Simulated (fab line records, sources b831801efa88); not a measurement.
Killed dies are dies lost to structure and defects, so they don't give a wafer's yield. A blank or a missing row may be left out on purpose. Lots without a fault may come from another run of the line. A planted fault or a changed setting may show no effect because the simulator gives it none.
A struck lot beside a sound one | flow gf180mcu | 14 steps out of a route of 602
Sound: wafers L653.3, L653.4, L653.5. Struck: wafers L661.1, L661.5, L661.6. The cause comes at the end.
At each step with rows: each side's tool, then ch and its chambers, then its first start. Under that, the readings that differ: sound wafers | struck wafers | difference of the means | sigmas: that difference in standard deviations of wafers without a fault.
alike: readings whose means differ by less than 2 such deviations, and words and numbers that are the same on both sides. not compared: withheld readings, readings that some wafer has no value for, bounds like >300 that may hide the same value, and numbers for which the record gives no deviation and whose values overlap.
The two part at a step that has a row with sigmas, a row that says differs or no value, or rows on one side only. Numbers that don't overlap but have no deviation are shown without sigmas and don't part them. A reading that every wafer of one side lacks parts them only if that side has two wafers or more.

GF_M4_SPUTTER_00: material Ti, target thk 37.5 nm, time 150 s.
  sound on pvd_sputter-03, day 25 00:35; struck on pvd_sputter-03, day 26 22:19
  alike: throttle_valve_pct
GF_M4_SPUTTER_01: material TiN, target thk 30 nm, time 25 s.
  sound on pvd_sputter-03, day 25 00:41; struck on pvd_sputter-03, day 26 22:25
  alike: throttle_valve_pct
GF_M4_SPUTTER_02: material AlCu, target thk 450 nm, time 23.9 s.
  sound on pvd_sputter-03, day 25 00:43; struck on pvd_sputter-03, day 26 22:27
  alike: throttle_valve_pct
GF_M4_SPUTTER_03: material Ti, target thk 10 nm, time 6.7 s.
  sound on pvd_sputter-03, day 25 00:46; struck on pvd_sputter-03, day 26 22:29
  alike: throttle_valve_pct
GF_M4_SPUTTER_04: material TiN, target thk 50 nm, time 41.7 s.
  sound on pvd_sputter-03, day 25 00:47; struck on pvd_sputter-03, day 26 22:30
  alike: throttle_valve_pct
GF_M4_RS_MEAS_05: measures by four-point-probe.
  sound on film_metro-02, day 25 00:52; struck on film_metro-03, day 26 22:32
  alike: M4_ALCU_RS
GF_M4_THK_MEAS_06: measures by xrf.
  sound on film_metro-02, day 25 00:58; struck on film_metro-03, day 26 22:40
  alike: M4_ALCU_THK
then, 5 steps without rows for these wafers: GF_M4_DEHYDRATE_07 (time 60 s); GF_M4_HMDS_08 (prime time 60 s); GF_M4_COAT_09 (resist thk 1000 nm); GF_M4_SOFTBAKE_10 (time 60 s); GF_M4_EXPOSE_11 (exposes mask Metal4, target cd 280 nm).
GF_M4_PEB_12: peb time 90 s.
  sound on litho_track-04 ch 0, day 25 20:54; struck on litho_track-04, day 27 18:11
  no value came back on the struck wafers for chill_plate_temp_C (C), exhaust_pa (Pa), peb_time_s (s); on the sound wafers chill_plate_temp_C (C) reads 22.93 23.01 23.02
then, 1 step without rows for these wafers: GF_M4_DEVELOP_13 (develop time 60 s).

WHERE THEY PART
Only at GF_M4_PEB_12, within this record.

WHY: what the simulator had put in
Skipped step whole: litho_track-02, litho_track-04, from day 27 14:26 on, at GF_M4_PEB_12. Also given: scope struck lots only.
